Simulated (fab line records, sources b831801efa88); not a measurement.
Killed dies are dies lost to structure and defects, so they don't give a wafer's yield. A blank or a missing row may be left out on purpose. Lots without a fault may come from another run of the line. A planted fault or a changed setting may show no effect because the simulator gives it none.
A struck lot beside a sound one | flow sky130 | 37 steps out of a route of 708
Sound: wafers L688.2, L688.4, L688.5. Struck: wafer L671.3. (L671.2, L671.5 of the same lot were not struck and are left out.) The cause comes at the end.
At each step with rows: each side's tool, then ch and its chambers, then its first start. Under that, the readings that differ: sound wafers | struck wafers | difference of the means | sigmas: that difference in standard deviations of wafers without a fault.
alike: readings whose means differ by less than 2 such deviations, and words and numbers that are the same on both sides. not compared: withheld readings, readings that some wafer has no value for, bounds like >300 that may hide the same value, and numbers for which the record gives no deviation and whose values overlap.
The two part at a step that has a row with sigmas, a row that says differs or no value, or rows on one side only. Numbers that don't overlap but have no deviation are shown without sigmas and don't part them. A reading that every wafer of one side lacks parts them only if that side has two wafers or more.

first, 1 step without rows for these wafers: SKY_METAL2_DEVELOP_14 (develop time 60 s).
SKY_METAL2_CD_MEAS_15: target cd 140 nm.
  sound on cd_sem-01, day 42 13:30; struck on cd_sem-01, day 37 11:58
  alike: cd_nm
SKY_METAL2_OVL_MEAS_16:
  sound on overlay-01, day 42 13:37; struck on overlay-02, day 37 12:04
  alike: METAL2_OVL
then, 2 steps without rows for these wafers: SKY_METAL2_DESCUM_17 (chemistry O2, time 8 s); SKY_METAL2_ETCH_18 (etches BARC in N2/H2, stops on SiO2, time 45.9 s, target depth 60 nm).
SKY_METAL2_METAL_ETCH_19: etches the open film in Cl2/BCl3, stops on SiO2, target depth 360 nm, time 78 s.
  sound on rie_metal-04 ch 0,1, day 42 13:46; struck on rie_metal-01 ch 1, day 37 12:19
  alike: drypump_motor_current_A, oes_product_au, rf_fwd_power_W, throttle_valve_pct
  not compared: rf_hours_counter_h
SKY_METAL2_STRIP_20: strips in O2/N2.
  sound on plasma_asher-02 ch 0,1, day 42 13:53; struck on plasma_asher-01 ch 1, day 37 12:28
  alike: drypump_motor_current_A, oes_product_au, strip_time_to_endpoint_s
  not compared: rf_hours_counter_h
then, 4 steps without rows for these wafers: SKY_METAL2_STRIP_21 (strips in post etch residue remover, time 1200 s); SKY_METAL2_CLEAN_22 (cleans in IPA, time 180 s); SKY_METAL2_CLEAN_23 (cleans in O3/DIW); SKY_VIA2_HDPCVD_00 (deposits SiO2, target thk 1180 nm, time 196.7 s).
SKY_VIA2_THK_MEAS_01:
  sound on film_metro-04, day 42 14:41; struck on film_metro-04, day 37 13:14
  alike: VIA2_HDPCVD_THK
SKY_VIA2_CMP_02: polishes SiO2.
  sound on cmp-02 ch 0,2,3, day 42 14:44; struck on cmp-02 ch 3, day 37 13:26
  reading                                  | sound             | struck | difference | sigmas
  model.SiO2_of_VIA2_HDPCVD_00.thk_nm (nm) | 494.1 494.2 496.2 | 620.7  | +125.9     |
  alike: head_pressure_psi, motor_current_A
SKY_VIA2_BOW_MEAS_03:
  sound on film_metro-02, day 42 15:03; struck on film_metro-02, day 37 13:46
  alike: VIA2_BOW
then, 8 steps without rows for these wafers: SKY_VIA2_DEHYDRATE_04 (time 60 s); SKY_VIA2_HMDS_05 (prime time 60 s); SKY_VIA2_COAT_06 (resist thk 60 nm); SKY_VIA2_COAT_07 (resist thk 450 nm); SKY_VIA2_SOFTBAKE_08 (time 90 s); SKY_VIA2_EXPOSE_09 (exposes mask VIM2, target cd 200 nm); SKY_VIA2_PEB_10; SKY_VIA2_DEVELOP_11 (develop time 60 s).
SKY_VIA2_CD_MEAS_12: target cd 200 nm.
  sound on cd_sem-01, day 43 14:55; struck on cd_sem-01, day 38 15:59
  reading    | sound             | struck | difference | sigmas
  cd_nm (nm) | 202.0 201.7 200.8 | 197.6  | -3.9       | -3
SKY_VIA2_OVL_MEAS_13:
  sound on overlay-02, day 43 15:01; struck on overlay-02, day 38 16:05
  alike: VIA2_OVL
then, 1 step without rows for these wafers: SKY_VIA2_ETCH_14 (etches BARC in N2/H2, stops on SiO2, time 45.9 s, target depth 60 nm).
SKY_VIA2_ETCH_15: etches SiO2 in C4F8/O2/Ar, stops on TiN, target depth 546 nm, time 84 s.
  sound on rie_diel-03 ch 0,1,2, day 43 15:05; struck on rie_diel-01 ch 3, day 38 16:10
  reading                          | sound             | struck | difference | sigmas
  oes_product_au (a.u.)            | 0.937 0.942 0.945 | 1.000  | +0.059     | +13
  model.VIA2.feature_depth_nm (nm) | 494.1 494.2 496.2 | 545.5  | +50.7      |
  model.etch.depth_nm (nm)         | 494.1 494.2 496.2 | 545.5  | +50.7      |
  alike: rf_fwd_power_W
  not compared: rf_hours_counter_h
then, 4 steps without rows for these wafers: SKY_VIA2_STRIP_16 (strips in O2/N2); SKY_VIA2_STRIP_17 (strips in post etch residue remover, time 1200 s); SKY_VIA2_CLEAN_18 (cleans in IPA, time 180 s); SKY_VIA2_CLEAN_19 (cleans in O3/DIW).
SKY_VIA2_SPUTTER_20: material TiN, target thk 20 nm, time 80 s.
  sound on pvd_sputter-01, day 43 15:49; struck on pvd_sputter-01, day 38 16:51
  reading                | sound                | struck | difference | sigmas
  cathode_dc_power_W (W) | 4000.9 4000.0 3997.9 | 4001.2 | +1.6       | +2
  alike: throttle_valve_pct
SKY_VIA2_CVD_21: deposits W, target thk 420 nm, time 126.4 s.
  sound on cvd_w-02 ch 0,1, day 43 15:52; struck on cvd_w-01 ch 0, day 38 16:57
  reading            | sound       | struck | difference | sigmas
  heater_power_w (W) | 879 749 751 | 992    | +199       | +2
  not compared: since_wet_clean_h
SKY_VIA2_CMP_24: polishes, stops on SiO2, t overpolish 20 s, target thk 0 nm.
  sound on cmp-02 ch 1,2,3, day 43 16:11; struck on cmp-02 ch 3, day 38 17:27
  reading                                  | sound             | struck | difference | sigmas
  model.SiO2_of_VIA2_HDPCVD_00.thk_nm (nm) | 489.7 489.8 491.8 | 616.3  | +125.9     |
  alike: head_pressure_psi, motor_current_A
SKY_METAL3_SPUTTER_00: material Ti, target thk 15 nm, time 10 s.
  the record has rows for the sound wafers here (pvd_sputter-03, day 43 16:29) and none for the struck ones
SKY_METAL3_SPUTTER_01: material TiN, target thk 20 nm, time 16.7 s.
  the record has rows for the sound wafers here (pvd_sputter-03, day 43 16:31) and none for the struck ones
SKY_METAL3_SPUTTER_02: material AlCu, target thk 735 nm, time 39.1 s.
  the record has rows for the sound wafers here (pvd_sputter-03, day 43 16:32) and none for the struck ones
-- the record jumps here: 9 days lie between the struck wafers' starts before and after (it left off in module METAL3 and takes up again in module PAD_OPEN, whose first step shown is number 708 of the route) --
SKY_PAD_OPEN_PROBE_99:
  sound on prober-01, day 51 19:36; struck on prober-01, day 47 22:43
  reading                                     | sound | struck | difference | sigmas
  model.etest.cap_thin_oxide.under_floor      | 0 0 0 | 1      | +1         |
  model.etest.diode_ndiff_fingers.under_floor | 0 0 0 | 1      | +1         |
  model.etest.sonos_programmed.open           | 0 0 0 | 1      | +1         |
  model.etest.sram_nfet_pass.under_floor      | 0 0 0 | 1      | +1         |
  model.etest.res_ndiff.open                  | 0 0 0 | 1      | +1         |
  model.etest.nfet_g5v0d10v5.open             | 0 0 0 | 1      | +1         |
  model.etest.res_poly.open                   | 0 0 0 | 1      | +1         |
  model.etest.nfet_01v8_lvt.open              | 0 0 0 | 1      | +1         |

WHERE THEY PART
First at SKY_VIA2_CD_MEAS_12; last, within this record, at SKY_METAL3_SPUTTER_02.

WHY: what the simulator had put in
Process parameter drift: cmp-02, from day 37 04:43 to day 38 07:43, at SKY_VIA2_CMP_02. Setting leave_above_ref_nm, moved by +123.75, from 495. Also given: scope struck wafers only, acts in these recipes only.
